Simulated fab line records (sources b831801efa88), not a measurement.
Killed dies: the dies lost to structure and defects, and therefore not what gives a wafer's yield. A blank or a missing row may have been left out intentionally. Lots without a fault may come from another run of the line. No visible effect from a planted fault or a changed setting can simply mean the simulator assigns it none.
Chamber matching / flow sky130 / SKY_VIA1_ETCH_15 on rie-diel-02: 4 sister chambers
The step etches SiO2 in C4F8/O2/Ar, stops on TiN, target depth 351 nm, time 54 s. 4 wafers are shown with their chamber, then 12 later ones without.

WAFERS PAIRED WITH THEIR CHAMBERS
wafer=L088.2; chamber=3; oes-product-au (a.u.)=0.978
wafer=L089.2; chamber=1; oes-product-au (a.u.)=0.969
wafer=L089.4; chamber=0; oes-product-au (a.u.)=0.988
wafer=L089.6; chamber=2; oes-product-au (a.u.)=0.979

WAFERS WITH NO CHAMBER GIVEN
wafer=L090.1; oes-product-au (a.u.)=0.981
wafer=L090.5; oes-product-au (a.u.)=0.978
wafer=L090.6; oes-product-au (a.u.)=0.986
wafer=L092.1; oes-product-au (a.u.)=0.980
wafer=L092.3; oes-product-au (a.u.)=0.962
wafer=L092.4; oes-product-au (a.u.)=0.975
wafer=L097.1; oes-product-au (a.u.)=0.983
wafer=L097.3; oes-product-au (a.u.)=0.978
wafer=L097.5; oes-product-au (a.u.)=0.974
wafer=L096.3; oes-product-au (a.u.)=0.973
wafer=L096.4; oes-product-au (a.u.)=0.984
wafer=L096.5; oes-product-au (a.u.)=0.982

THE CHAMBER EACH PASSED THROUGH
wafer=L090.1; from the rows above=can't be placed: 2 or 3 or 0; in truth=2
wafer=L090.5; from the rows above=can't be placed: 3 or 2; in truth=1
wafer=L090.6; from the rows above=can't be placed: 0 or 2 or 3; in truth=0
wafer=L092.1; from the rows above=can't be placed: 2 or 3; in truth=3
wafer=L092.3; from the rows above=1; in truth=1
wafer=L092.4; from the rows above=can't be placed: 3 or 2 or 1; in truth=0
wafer=L097.1; from the rows above=can't be placed: 2 or 0 or 3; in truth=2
wafer=L097.3; from the rows above=can't be placed: 3 or 2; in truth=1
wafer=L097.5; from the rows above=can't be placed: 3 or 1 or 2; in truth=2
wafer=L096.3; from the rows above=can't be placed: 1 or 3 or 2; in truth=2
wafer=L096.4; from the rows above=can't be placed: 0 or 2 or 3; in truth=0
wafer=L096.5; from the rows above=can't be placed: 2 or 3 or 0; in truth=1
Placed correctly: 1 of 12. These rows do not allow placing 11 (true chamber among the candidates in 7). Wrongly placed: 0.
How it was worked out, from the rows above alone: a wafer's distance from a chamber is the root of the sum, over the readings, of the square of ((its reading less the chamber's mean) divided by the reading's scatter). The wafer belongs to the nearest chamber; if the next one is less than 2 further off, it can't be placed. Each chamber's mean is taken over the wafers shown for it. The scatter: root of mean squared gap, hidden wafer to nearest shown wafer, with one shown wafer a chamber.
